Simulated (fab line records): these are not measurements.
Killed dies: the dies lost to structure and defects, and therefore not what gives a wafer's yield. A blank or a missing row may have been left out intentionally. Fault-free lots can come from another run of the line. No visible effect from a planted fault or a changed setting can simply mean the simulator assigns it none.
The tool behind it: which one? -- flow sky130 -- Sampling: 24 lots, 72 wafers, 5 of 708 route steps

WHAT THE GAUGES SHOWED, per wafer
SKY_CONTACT_BOW_MEAS_05.
lot,measured,on,CONTACT_BOW (um)
L074,day 30 16:00,filmMetro-01,85 86 89
L075,day 31 04:35,filmMetro-01,83 85 66
L076,day 31 08:14,filmMetro-04,89 88 103
L077,day 31 23:28,filmMetro-01,72 86 71
L079,day 32 20:25,filmMetro-02,78 77 84
L080,day 32 20:43,filmMetro-01,76 86 93
L078,day 32 21:38,filmMetro-04,87 78 82
L081,day 32 23:53,filmMetro-02,80 86 80
L082,day 33 18:49,filmMetro-02,78 92 85
L083,day 33 22:44,filmMetro-01,75 84 99
L085,day 34 06:13,filmMetro-04,78 80 86
L084,day 34 11:15,filmMetro-02,85 85 90
L086,day 34 14:39,filmMetro-04,71 79 74
L087,day 35 00:47,filmMetro-02,81 76 72
L088,day 35 06:47,filmMetro-01,81 79 88
L089,day 35 16:27,filmMetro-01,90 82 77
L090,day 36 00:26,filmMetro-01,66 79 79
L092,day 36 16:26,filmMetro-02,80 77 65
L091,day 36 20:17,filmMetro-04,83 79 83
L093,day 36 21:24,filmMetro-02,71 98 81
L094,day 37 08:28,filmMetro-02,81 89 71
L096,day 37 14:55,filmMetro-02,77 84 76
L095,day 37 21:34,filmMetro-02,81 80 73
L097,day 38 11:34,filmMetro-01,86 90 94

SKY_METAL3_CD_MEAS_13 targets a cd of 300 nm.
lot,measured,on,cdNm (nm)
L074,day 38 22:16,cdSem-01,302.8 301.8 302.4
L075,day 39 07:08,cdSem-01,301.9 301.4 302.0
L076,day 39 11:25,cdSem-01,300.7 301.5 302.8
L077,day 40 01:18,cdSem-02,300.4 300.8 299.8
L079,day 40 19:09,cdSem-02,299.1 300.1 299.6
L080,day 40 20:31,cdSem-02,301.2 302.6 301.2
L078,day 40 20:52,cdSem-02,300.7 300.4 300.8
L081,day 40 23:13,cdSem-01,302.2 302.4 302.1
L082,day 41 17:28,cdSem-02,301.0 299.6 299.4
L083,day 41 19:59,cdSem-02,300.8 301.2 301.6
L085,day 42 01:10,cdSem-01,296.7 297.4 296.5
L084,day 42 07:24,cdSem-02,303.3 304.1 304.2
L086,day 42 11:13,cdSem-02,300.7 300.2 301.0
L087,day 42 20:37,cdSem-01,301.6 302.5 300.5
L088,day 43 01:01,cdSem-02,299.3 299.5 300.3
L089,day 43 09:34,cdSem-01,297.7 297.9 297.0
L090,day 43 16:07,cdSem-02,299.9 300.2 299.4
L092,day 44 04:24,cdSem-01,301.1 301.3 300.9
L091,day 44 09:57,cdSem-02,299.0 299.3 297.7
L093,day 44 11:00,cdSem-01,299.0 299.7 301.0
L094,day 44 18:44,cdSem-01,296.7 297.0 297.2
L096,day 45 02:16,cdSem-01,300.7 300.9 299.8
L095,day 45 06:19,cdSem-02,299.4 300.1 300.8
L097,day 45 17:47,cdSem-01,301.4 300.4 300.7

SKY_METAL3_OVL_MEAS_14.
lot,measured,on,METAL3_OVL (nm)
L074,day 38 22:23,overlay-01,10 7 -1
L075,day 39 07:14,overlay-02,9 1 2
L076,day 39 11:32,overlay-01,4 2 -8
L077,day 40 01:25,overlay-01,2 14 2
L079,day 40 19:16,overlay-01,12 0 8
L080,day 40 20:38,overlay-01,5 5 -1
L078,day 40 20:59,overlay-01,-2 4 3
L081,day 40 23:20,overlay-01,6 9 7
L082,day 41 17:35,overlay-02,-2 -7 1
L083,day 41 20:07,overlay-02,14 9 11
L085,day 42 01:16,overlay-01,5 8 3
L084,day 42 07:31,overlay-02,6 7 -1
L086,day 42 11:19,overlay-02,6 11 5
L087,day 42 20:41,overlay-02,1 -3 7
L088,day 43 01:08,overlay-02,5 14 8
L089,day 43 09:41,overlay-01,-5 2 1
L090,day 43 16:13,overlay-01,0 7 7
L092,day 44 04:29,overlay-02,8 3 5
L091,day 44 10:04,overlay-02,8 7 3
L093,day 44 11:07,overlay-01,7 3 7
L094,day 44 18:52,overlay-01,7 5 4
L096,day 45 02:23,overlay-02,-3 2 -6
L095,day 45 06:26,overlay-01,2 3 5
L097,day 45 17:55,overlay-01,8 3 5

EACH LOT AND THE TOOL THAT RAN IT (in order: tool; ch and the chambers of the sampled wafers; start)
lot,SKY_METAL1_SPUTTER_01,SKY_VIA1_CVD_21
L074,"pvdSputter-02, day 31 21:38","cvdW-02 ch 0,1, day 34 08:17"
L075,"pvdSputter-03, day 32 09:22","cvdW-01 ch 0,1, day 34 18:01"
L076,"pvdSputter-02, day 32 13:22","cvdW-02 ch 0,1, day 34 22:26"
L077,"pvdSputter-03, day 33 05:19","cvdW-01 ch 0,1, day 35 13:20"
L079,"pvdSputter-02, day 34 00:51","cvdW-02 ch 0,1, day 36 09:31"
L080,"pvdSputter-03, day 34 01:02","cvdW-01 ch 0,1, day 36 09:44"
L078,"pvdSputter-02, day 34 02:05","cvdW-02 ch 1, day 36 10:05"
L081,"pvdSputter-02, day 34 04:23","cvdW-01 ch 0,1, day 36 12:31"
L082,"pvdSputter-01, day 34 23:29","cvdW-02 ch 0,1, day 37 08:16"
L083,"pvdSputter-03, day 35 03:45","cvdW-01 ch 0,1, day 37 11:31"
L085,"pvdSputter-02, day 35 10:44","cvdW-02 ch 0,1, day 37 17:15"
L084,"pvdSputter-03, day 35 15:10","cvdW-02 ch 0,1, day 37 22:51"
L086,"pvdSputter-01, day 35 19:03","cvdW-01 ch 0,1, day 38 02:43"
L087,"pvdSputter-01, day 36 05:48","cvdW-02 ch 0,1, day 38 12:34"
L088,"pvdSputter-01, day 36 10:59","cvdW-02 ch 0,1, day 38 18:19"
L089,"pvdSputter-02, day 36 20:20","cvdW-02 ch 0,1, day 39 03:40"
L090,"pvdSputter-03, day 37 04:03","cvdW-01 ch 0,1, day 39 09:50"
L092,"pvdSputter-01, day 37 20:18","cvdW-02 ch 0,1, day 40 01:53"
L091,"pvdSputter-01, day 38 00:01","cvdW-01 ch 0,1, day 40 05:18"
L093,"pvdSputter-02, day 38 01:35","cvdW-01 ch 0,1, day 40 06:54"
L094,"pvdSputter-01, day 38 11:31","cvdW-01 ch 0,1, day 40 16:15"
L096,"pvdSputter-01, day 38 18:49","cvdW-02 ch 0,1, day 40 23:15"
L095,"pvdSputter-01, day 39 01:03","cvdW-02 ch 0,1, day 41 04:41"
L097,"pvdSputter-02, day 39 14:58","cvdW-02 ch 0,1, day 41 18:08"
- SKY_METAL1_SPUTTER_01: material TiN, target thk 20 nm, time 16.7 s.
- SKY_VIA1_CVD_21: deposits W, target thk 270 nm, time 80.902 s.

AS READ BY THE TOOLS THEMSELVES (means over the sampled wafers that have a number; for cases with no such wafer, the mark the record gives instead)
SKY_METAL1_SPUTTER_01.
lot,tool,throttleValvePct (%)
L074,pvdSputter-02,30.2
L075,pvdSputter-03,30.1
L076,pvdSputter-02,28.9
L077,pvdSputter-03,29.9
L079,pvdSputter-02,28.5
L080,pvdSputter-03,29.6
L078,pvdSputter-02,30.0
L081,pvdSputter-02,30.1
L082,pvdSputter-01,29.9
L083,pvdSputter-03,30.0
L085,pvdSputter-02,30.2
L084,pvdSputter-03,30.4
L086,pvdSputter-01,29.9
L087,pvdSputter-01,30.0
L088,pvdSputter-01,29.7
L089,pvdSputter-02,28.1
L090,pvdSputter-03,30.5
L092,pvdSputter-01,30.2
L091,pvdSputter-01,30.0
L093,pvdSputter-02,31.0
L094,pvdSputter-01,30.0
L096,pvdSputter-01,29.8
L095,pvdSputter-01,29.9
L097,pvdSputter-02,28.5

SKY_VIA1_CVD_21.
lot,tool,chamberPressureTorr (Torr),heaterPowerW (W)
L074,cvdW-02,39.97,850
L075,cvdW-01,40.06,1004
L076,cvdW-02,40.00,876
L077,cvdW-01,39.87,1000
L079,cvdW-02,39.97,866
L080,cvdW-01,39.95,986
L078,cvdW-02,40.02,903
L081,cvdW-01,39.99,998
L082,cvdW-02,40.03,887
L083,cvdW-01,39.93,984
L085,cvdW-02,39.99,841
L084,cvdW-02,40.12,887
L086,cvdW-01,40.00,989
L087,cvdW-02,39.98,892
L088,cvdW-02,40.13,843
L089,cvdW-02,39.96,841
L090,cvdW-01,40.03,933
L092,cvdW-02,39.96,879
L091,cvdW-01,40.01,945
L093,cvdW-01,39.97,947
L094,cvdW-01,40.03,936
L096,cvdW-02,40.05,851
L095,cvdW-02,40.00,864
L097,cvdW-02,39.97,862

THE ANSWER, worked out from the rows above alone
Rule: usual is defined by the lots themselves. The widest of any qualifying gaps counts: lots, ordered by their means at a reading, are off when they make up no more than a third of the lots, leave a main group of 4 or more, and stand apart from it by 3 or more times the standard deviation of that group's means. A main group is skipped when, at the precision printed for the reading in the tables above, its means are all equal. A lot without any number at a reading at which 4 lots or more have one is off too. The other lots that the step has rows for count as sound. Order of review: gauges by route order, followed by the tools' own readings, for which a lot's mean as printed above is used. The first step at which some lot is off is used, and at that step the reading that is off furthest; a lot without a number counts as furthest.
Across all readings shown, no lot is off: no conclusion can be drawn from this.

WHAT THE SIMULATOR HAD PUT IN
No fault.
